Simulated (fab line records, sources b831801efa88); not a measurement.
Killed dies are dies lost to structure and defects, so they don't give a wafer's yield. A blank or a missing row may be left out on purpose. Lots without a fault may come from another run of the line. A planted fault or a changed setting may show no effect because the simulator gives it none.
One fault seen from 2 desks | flow gf180mcu | each desk has only its own numbers; what lay behind them comes last

THE TOOL OWNER'S DESK: pvd_sputter-04
The tool's own readings at GF_MIM_SPUTTER_08 (material AlCu, target thk 200 nm, time 10.6 s): means of the sampled wafers that have a number, for each lot that ran on this tool. A lot is out of limits, marked OUT, if its mean lies more than 4 standard deviations from the usual mean; the brackets give that distance.
Columns: A = throttle_valve_pct at GF_MIM_SPUTTER_08, usual 30.1 %
lot  | first seen here | A
L304 | day 27 01:08    | 31.3
L305 | day 27 06:35    | 30.9
L308 | day 28 05:33    | 30.0
L316 | day 30 14:14    | 30.2
L318 | day 30 23:46    | 30.4
This desk's finding: nothing out of limits on any of the 5 lots.

THE METROLOGY DESK
What the gauges read, lot by lot, whatever tool the lot ran on: means of the sampled wafers that have a number. A lot is out of limits, marked OUT, if its mean lies more than 4 standard deviations from the usual mean; the brackets give that distance.
Columns: A = V4_W_RS at GF_V4_RS_MEAS_24, usual 0.325 ohm/sq; B = MIM_ALCU_RS at GF_MIM_RS_MEAS_10, usual 0.1595 ohm/sq; C = MIM_ALCU_THK at GF_MIM_THK_MEAS_11, usual 199.0 nm
lot  | first seen here | A     | B                        | C
L299 | day 24 21:56    | 0.327 | 0.1626                   | 195.4
L303 | day 26 11:26    | 0.329 | 0.1570                   | 200.9
L304 | day 27 00:19    | 0.322 | 0.1578                   | 201.2
L305 | day 27 05:46    | 0.323 | 0.1582                   | 201.4
L308 | day 28 04:44    | 0.328 | 0.1603                   | 198.4
L309 | day 28 11:19    | 0.322 | 0.1572                   | 202.0
L310 | day 28 20:13    | 0.327 | 0.1603                   | 197.4
L311 | day 29 06:34    | 0.326 | 0.1607                   | 196.5
L316 | day 30 13:27    | 0.328 | 0.3685 (+99 or more) OUT | 114.7 (-31) OUT
L317 | day 30 14:13    | 0.324 | 0.1587                   | 199.8
L318 | day 30 22:56    | 0.323 | 0.2572 (+47) OUT         | 159.0 (-15) OUT
This desk's finding: out of limits on L316, L318; first on L316, day 30 14:20 (MIM_ALCU_RS at GF_MIM_RS_MEAS_10). In limits: L299, L303, L304, L305, L308, L309, L310, L311, L317.

PUT TOGETHER
The metrology desk could have raised an alarm at day 30 14:20, on L316, L318.
The tool owner's desk saw nothing out of limits.
The tool owner's desk has L316, L318 on record, within its limits.
Of the lots named, all ran GF_MIM_SPUTTER_08 on pvd_sputter-04.

WHAT THE SIMULATOR HAD PUT IN
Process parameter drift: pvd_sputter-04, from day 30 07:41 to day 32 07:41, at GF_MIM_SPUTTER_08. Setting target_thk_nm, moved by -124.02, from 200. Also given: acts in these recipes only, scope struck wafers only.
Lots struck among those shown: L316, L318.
Hours from the fault's start to each desk's first reading out of limits: the metrology desk, 7.
